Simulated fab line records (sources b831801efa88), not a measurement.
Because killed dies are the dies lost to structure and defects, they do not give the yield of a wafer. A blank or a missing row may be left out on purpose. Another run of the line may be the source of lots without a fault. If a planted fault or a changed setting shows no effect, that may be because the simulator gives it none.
Which tool was responsible? || flow gf180mcu || 6 lots, 18 wafers sampled, at 3 steps of a route of 602

## WHAT THE GAUGES SHOWED, per wafer
GF_MIM_THK_MEAS_06.
{"lot": "L164", "measured": "day 24 17:44", "on": "film_metro-03", "MIM_CVD_05_THK (nm)": "42.5 41.6 43.2"}
{"lot": "L170", "measured": "day 26 19:52", "on": "film_metro-02", "MIM_CVD_05_THK (nm)": "41.9 41.4 42.2"}
{"lot": "L172", "measured": "day 27 07:58", "on": "film_metro-03", "MIM_CVD_05_THK (nm)": "42.0 42.4 42.1"}
{"lot": "L175", "measured": "day 28 08:56", "on": "film_metro-03", "MIM_CVD_05_THK (nm)": "41.5 41.7 42.2"}
{"lot": "L181", "measured": "day 30 06:45", "on": "film_metro-03", "MIM_CVD_05_THK (nm)": "51.3 42.1 42.5"}
{"lot": "L185", "measured": "day 31 04:15", "on": "film_metro-01", "MIM_CVD_05_THK (nm)": "41.6 42.4 42.3"}

## WHAT TOOL EACH LOT RAN ON (gives the tool, then ch and the chambers of the sampled wafers, and finally the start)
{"lot": "L164", "GF_V2_CVD_02": "pecvd-04 ch 0,1,2, day 19 12:02", "GF_MIM_CVD_05": "pecvd-02 ch 1,2, day 24 17:42"}
{"lot": "L170", "GF_V2_CVD_02": "pecvd-02 ch 0,1, day 21 21:11", "GF_MIM_CVD_05": "pecvd-02 ch 0,1, day 26 19:50"}
{"lot": "L172", "GF_V2_CVD_02": "pecvd-01 ch 0,1,2, day 22 11:21", "GF_MIM_CVD_05": "pecvd-02 ch 0,1,2, day 27 07:56"}
{"lot": "L175", "GF_V2_CVD_02": "pecvd-02 ch 0,2, day 23 14:52", "GF_MIM_CVD_05": "pecvd-04 ch 0,2, day 28 08:54"}
{"lot": "L181", "GF_V2_CVD_02": "pecvd-04 ch 0,1,2, day 25 15:32", "GF_MIM_CVD_05": "pecvd-04 ch 0,2, day 30 06:41"}
{"lot": "L185", "GF_V2_CVD_02": "pecvd-04 ch 1,2, day 26 18:22", "GF_MIM_CVD_05": "pecvd-03 ch 1,2, day 31 04:13"}
- GF_V2_CVD_02: deposits SiO2 from TEOS, target thk 850 nm, time 94.851 s.
- GF_MIM_CVD_05: deposits Si3N4, target thk 42 nm, time 29.086 s.

## THE ANSWER, worked out from the rows above alone
Rule: usual is defined by the lots themselves. Put in order of their means at a reading, lots are off if they are a third of the lots or fewer, leave a main group of 4 or more, and stand apart from it by a gap of 3 or more times the standard deviation of the main group's means; of several such gaps the widest counts. A main group whose means are all the same, to the digits that the tables above print for the reading, isn't used. Also off: a lot with no number at a reading for which 4 or more lots have one. Any other lot the step has rows for is counted as sound.
Off: L181, seen at GF_MIM_THK_MEAS_06 (MIM_CVD_05_THK). The main group: mean 42.1 nm, standard deviation 0.23.
A tool fits if, at a process step before that reading, it ran every lot that is off, and no sound lot after the first of them. Gauges at GF_MIM_THK_MEAS_06: tried the same way as those tools. 2 tools fit, pecvd-04 at GF_MIM_CVD_05 and film_metro-03 at GF_MIM_THK_MEAS_06, so this cannot tell which one it is.

## WHAT HAD BEEN PUT IN BY THE SIMULATOR
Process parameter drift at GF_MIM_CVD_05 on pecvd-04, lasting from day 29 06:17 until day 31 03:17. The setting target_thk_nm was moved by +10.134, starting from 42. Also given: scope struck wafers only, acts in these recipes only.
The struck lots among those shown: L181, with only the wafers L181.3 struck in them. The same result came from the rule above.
